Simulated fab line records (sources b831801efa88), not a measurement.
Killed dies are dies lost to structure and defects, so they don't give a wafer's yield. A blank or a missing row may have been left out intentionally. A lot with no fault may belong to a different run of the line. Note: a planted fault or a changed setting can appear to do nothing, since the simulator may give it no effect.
Which tool did it? / flow gf180mcu / 21 wafers from 7 lots sampled at 2 of the route's 602 steps

## WHAT THE GAUGES SHOWED, per wafer
GF_V5_THK_MEAS_03.
lot=L249; measured=day 27 05:56; on=film_metro-02; V5_CVD_02_THK (nm)=1457 1450 1491
lot=L252; measured=day 28 03:48; on=film_metro-04; V5_CVD_02_THK (nm)=1423 1431 1457
lot=L254; measured=day 28 22:38; on=film_metro-01; V5_CVD_02_THK (nm)=1435 1415 1441
lot=L260; measured=day 30 04:59; on=film_metro-01; V5_CVD_02_THK (nm)=1465 1467 1476
lot=L265; measured=day 31 15:01; on=film_metro-01; V5_CVD_02_THK (nm)=1410 1441 1476
lot=L269; measured=day 32 19:41; on=film_metro-04; V5_CVD_02_THK (nm)=1427 1471 1462
lot=L271; measured=day 33 03:13; on=film_metro-01; V5_CVD_02_THK (nm)=1474 1461 1451

## WHICH TOOL RAN EACH LOT (tool, then ch and the chambers of the sampled wafers, then the start)
lot=L249; GF_M3_CLEAN_19=wet_bench-01 ch 3, day 22 07:04
lot=L252; GF_M3_CLEAN_19=wet_bench-03 ch 2, day 23 09:49
lot=L254; GF_M3_CLEAN_19=wet_bench-01 ch 0, day 24 07:31
lot=L260; GF_M3_CLEAN_19=wet_bench-01 ch 0, day 25 19:47
lot=L265; GF_M3_CLEAN_19=wet_bench-03 ch 2, day 27 10:22
lot=L269; GF_M3_CLEAN_19=wet_bench-04 ch 2, day 28 16:47
lot=L271; GF_M3_CLEAN_19=wet_bench-03 ch 0, day 29 02:50
- GF_M3_CLEAN_19: cleans in DIW.

## THE ANSWER, worked out from the rows above alone
Rule: usual is defined by the lots themselves. The widest of any qualifying gaps counts: lots, ordered by their means at a reading, are off when they make up no more than a third of the lots, leave a main group of 4 or more, and stand apart from it by 3 or more times the standard deviation of that group's means. The tables above print the reading to a certain number of digits; a main group whose means all agree to those digits is not used. A lot without any number at a reading at which 4 lots or more have one is off too. The other lots that the step has rows for count as sound.
Nothing can be told from this: no lot is off at any reading shown.

## WHAT THE SIMULATOR PUT IN
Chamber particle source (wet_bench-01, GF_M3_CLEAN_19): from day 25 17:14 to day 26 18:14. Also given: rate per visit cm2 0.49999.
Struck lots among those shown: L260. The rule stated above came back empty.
